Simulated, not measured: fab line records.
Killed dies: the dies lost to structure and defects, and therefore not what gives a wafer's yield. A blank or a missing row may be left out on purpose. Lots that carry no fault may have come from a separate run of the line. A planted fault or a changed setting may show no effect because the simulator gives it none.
2 desks, one fault | flow sfq line | numbers are kept per desk, each desk with only its own; the story behind them comes last

FROM THE METROLOGY DESK
Means of the sampled wafers that have a number, per lot and without regard to the tool the lot ran on: this is what the gauges read. Marked OUT: a lot whose mean sits more than 4 standard deviations from the usual mean, which makes it out of limits; the brackets give that distance.
Columns: A = I2_BOW at SFQ_I2_BOW_MEAS_917, usual 2 um; B = M4_NB_RS at SFQ_M4_RS_MEAS_924, usual 0.890 ohm/sq
lot  | first seen here | A  | B
L387 | day 24 23:07    | 6  | 0.899
L388 | day 25 06:28    | -1 | 0.890
L390 | day 25 10:08    | 0  | 0.888
L392 | day 25 18:30    | -7 | 0.886
L393 | day 27 16:19    | 6  | 0.879
L394 | day 29 09:26    | -7 | 0.895
L395 | day 29 20:53    | 1  | 0.894
L397 | day 37 08:40    | 7  | 0.891
L399 | day 39 02:38    | -6 | 0.887
L401 | day 40 05:12    | 12 | 0.908
L404 | day 40 23:45    | -1 | 0.884
L405 | day 41 05:38    | 4  | 0.884
L406 | day 41 09:34    | -1 | 0.895
L408 | day 41 15:53    | 9  | 0.875
This desk's finding: nothing out of limits on any of the 14 lots.

FOR THE TOOL OWNER'S DESK: pecvd-02
The tool's own readings at SFQ_TRILAYER_I4_DEP_PECVD_099 (deposits SiO2 from SiH4/N2O, time 111.11 s, target thk 500 nm): means of the sampled wafers that have a number, for each lot that ran on this tool. Marked OUT: a lot whose mean sits more than 4 standard deviations from the usual mean, which makes it out of limits; the brackets give that distance.
Columns: A = chamber pressure Torr at SFQ_TRILAYER_I4_DEP_PECVD_099, usual 2.400 Torr; B = heater power w at SFQ_TRILAYER_I4_DEP_PECVD_099, usual 72 W; C = rf fwd power W at SFQ_TRILAYER_I4_DEP_PECVD_099, usual 182.3 W; D = throttle valve pct at SFQ_TRILAYER_I4_DEP_PECVD_099, usual 24.5 %
lot  | first seen here | A     | B  | C               | D
L387 | day 50 13:04    | 2.398 | 69 | 182.2           | 24.8
L395 | day 54 06:44    | 2.398 | 59 | 182.3           | 24.7
L399 | day 56 04:26    | 2.398 | 65 | 191.2 (+15) OUT | 25.0
L401 | day 56 10:36    | 2.402 | 68 | 191.6 (+15) OUT | 24.9
This desk's verdict: out of limits on L399, L401, starting with L399 at day 56 04:26 (rf fwd power W at SFQ_TRILAYER_I4_DEP_PECVD_099). L387, L395: within limits.

ALL TOGETHER
An alarm could have come from the tool owner's desk at day 56 04:26, on L399, L401.
The metrology desk saw nothing out of limits.
The metrology desk holds a record of L399, L401, inside its limits.
On pecvd-02, each named lot ran SFQ_TRILAYER_I4_DEP_PECVD_099.

WHAT THE SIMULATOR HAD INSERTED
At SFQ_TRILAYER_I4_DEP_PECVD_099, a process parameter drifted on pecvd-02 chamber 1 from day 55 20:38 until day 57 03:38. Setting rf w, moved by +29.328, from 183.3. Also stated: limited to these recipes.
Struck lots among those shown: L399, L401.
Each desk's first reading out of limits, in hours after the fault started: the tool owner's desk, 8.
